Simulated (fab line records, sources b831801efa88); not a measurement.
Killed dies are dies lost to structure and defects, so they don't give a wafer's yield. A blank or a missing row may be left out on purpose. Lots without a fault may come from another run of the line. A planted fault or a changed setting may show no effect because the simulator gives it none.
A struck lot beside a sound one | flow gf180mcu | 14 steps out of a route of 602
Sound: wafers L780.1, L780.2, L780.6. Struck: wafers L772.2, L772.3, L772.4. The cause comes at the end.
At each step with rows: each side's tool, then ch and its chambers, then its first start. Under that, the readings that differ: sound wafers | struck wafers | difference of the means | sigmas: that difference in standard deviations of wafers without a fault.
alike: readings whose means differ by less than 2 such deviations, and words and numbers that are the same on both sides. not compared: withheld readings, readings that some wafer has no value for, bounds like >300 that may hide the same value, and numbers for which the record gives no deviation and whose values overlap.
The two part at a step that has a row with sigmas, a row that says differs or no value, or rows on one side only. Numbers that don't overlap but have no deviation are shown without sigmas and don't part them. A reading that every wafer of one side lacks parts them only if that side has two wafers or more.

first, 4 steps without rows for these wafers: GF_HV_LDD_SOFTBAKE_42 (time 60 s); GF_HV_LDD_EXPOSE_43 (exposes mask Pplus HV AREA, target cd 400 nm); GF_HV_LDD_PEB_44; GF_HV_LDD_DEVELOP_45 (develop time 60 s).
GF_HV_LDD_CD_MEAS_46: target cd 400 nm.
  sound on cd_sem-02, day 18 17:53; struck on cd_sem-02, day 16 04:21
  alike: cd_nm
GF_HV_LDD_OVL_MEAS_47:
  sound on overlay-02, day 18 18:00; struck on overlay-01, day 16 04:28
  alike: HV_LDD_03_OVL
then, 1 step without rows for these wafers: GF_HV_LDD_IMPLANT_48.
GF_HV_LDD_STRIP_49: strips in O2/N2.
  sound on plasma_asher-01 ch 0,1, day 18 18:11; struck on plasma_asher-01 ch 0,1, day 16 04:38
  alike: chamber_pressure_mTorr, drypump_motor_current_A, heater_power_w, oes_product_au, strip_time_to_endpoint_s
  not compared: rf_hours_counter_h
GF_HV_LDD_TW_MEAS_50:
  sound on film_metro-04, day 18 18:17; struck on film_metro-03, day 16 04:45
  alike: HV_LDD_4_TW
then, 1 step without rows for these wafers: GF_HV_LDD_CLEAN_51 (cleans in SC1/SC2, time 150 s).
GF_HV_LDD_RTA_52: time 10 s.
  sound on rtp_anneal-02 ch 0, day 18 18:24; struck on rtp_anneal-02 ch 0, day 16 04:52
  alike: lamp_power_pct, wafer_temp_C_max
GF_HV_LDD_RS_MEAS_53: measures by four-point-probe.
  sound on film_metro-03, day 18 18:28; struck on film_metro-04, day 16 04:56
  alike: HV_LDD_RS
GF_HV_LDD_CVD_54: deposits SiO2 from TEOS, target thk 10 nm, time 75 s.
  sound on lpcvd-02 ch 1, day 18 19:34; struck on lpcvd-01 ch 0, day 16 05:02
  no value came back on the struck wafers for pressure_mtorr (mTorr), spike_tc_bottom_C (C), spike_tc_upper_C (C); on the sound wafers pressure_mtorr (mTorr) reads 398.9 399.4 399.7
then, 1 step without rows for these wafers: GF_HV_LDD_CVD_56 (deposits Si3N4 from DCS/NH3, target thk 90 nm, time 1543 s).

WHERE THEY PART
Only at GF_HV_LDD_CVD_54, within this record.

WHY: what the simulator had put in
Skipped step whole: lpcvd-01, from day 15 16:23 on, at GF_HV_LDD_CVD_54. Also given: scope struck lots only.
